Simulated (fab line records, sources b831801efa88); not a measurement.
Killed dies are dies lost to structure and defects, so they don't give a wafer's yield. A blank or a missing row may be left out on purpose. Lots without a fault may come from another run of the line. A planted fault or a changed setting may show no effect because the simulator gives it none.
Problem report in the 8D (eight disciplines) form, filled by code | flow sky130 | the parts of the form that need people (team, actions taken, sign-off) are left out

1. THE PROBLEM
run_length_s at SKY_CONTACT_SOFTBAKE_10 reads a mean of 132.88 s on 6 wafers of 2 lots; wafers without a fault read 119.26 s with a standard deviation of 0.18. That is +76 standard deviations from the usual mean.
The step: time 90 s.
First seen on wafer L743.3, day 33 18:00, on litho_track-03. The record holds 39 wafers of 13 lots with a number at this step. Rule for "out", or "out of limits": more than 4 standard deviations from the usual mean. The other wafers with a number count as sound.

2. WHAT IT IS AND WHAT IT IS NOT
question                    | is                     | is not
which readings at this step | run_length_s           | chill_plate_temp_C
which lots                  | L743, L744             | L735, L737, L738, L740, L745, L751, L752, L754, L755, L756, L757
which wafers of those lots  | all that have a number | -
read on which tools         | litho_track-03         | litho_track-01, litho_track-02
when                        | from day 33 18:00      | up to then (12 sound wafers); but 21 sound wafers of L745, L751, L752, L754, L755, L756, L757 came after

3. SUSPECTS, AND WHAT RULES EACH OUT
Counting: a tool at a process step up to the reading stays a suspect if it ran every lot that is out and no sound lot after the first of them.
- litho_track-03 at SKY_CONTACT_SOFTBAKE_10 (time 90 s): ruled out as a lasting fault. Sound lots L754, L755 ran on it after its first lot that is out, L743 (day 33 18:00).
Left after counting: nothing in the record.

4. THE CAUSE (what the simulator had put in)
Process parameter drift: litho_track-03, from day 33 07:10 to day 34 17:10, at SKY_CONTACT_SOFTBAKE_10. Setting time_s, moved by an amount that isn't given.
Counting ruled it out, wrongly.

5. THE CHAIN OF EFFECTS, in route order
Each row: a reading whose mean over the struck wafers that have a number lies more than 3 standard deviations from the usual. Only readings for which the record gives a usual standard deviation are gone through. hours: the time from each lot's start at the first step in this table that gives one to its start at this step, as a median over the lots. sigmas: the change in usual standard deviations.
hours | step                    | reading      | usual    | on struck wafers | change | sigmas
0     | SKY_CONTACT_SOFTBAKE_10 | run_length_s | 119.26 s | 132.88           | +13.62 | +76
The process steps in it:
- SKY_CONTACT_SOFTBAKE_10: time 90 s.

6. WHAT WOULD HAVE CAUGHT IT SOONER
In this record the first reading out of limits was taken at day 33 18:00, 11 hours after the fault began at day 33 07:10.
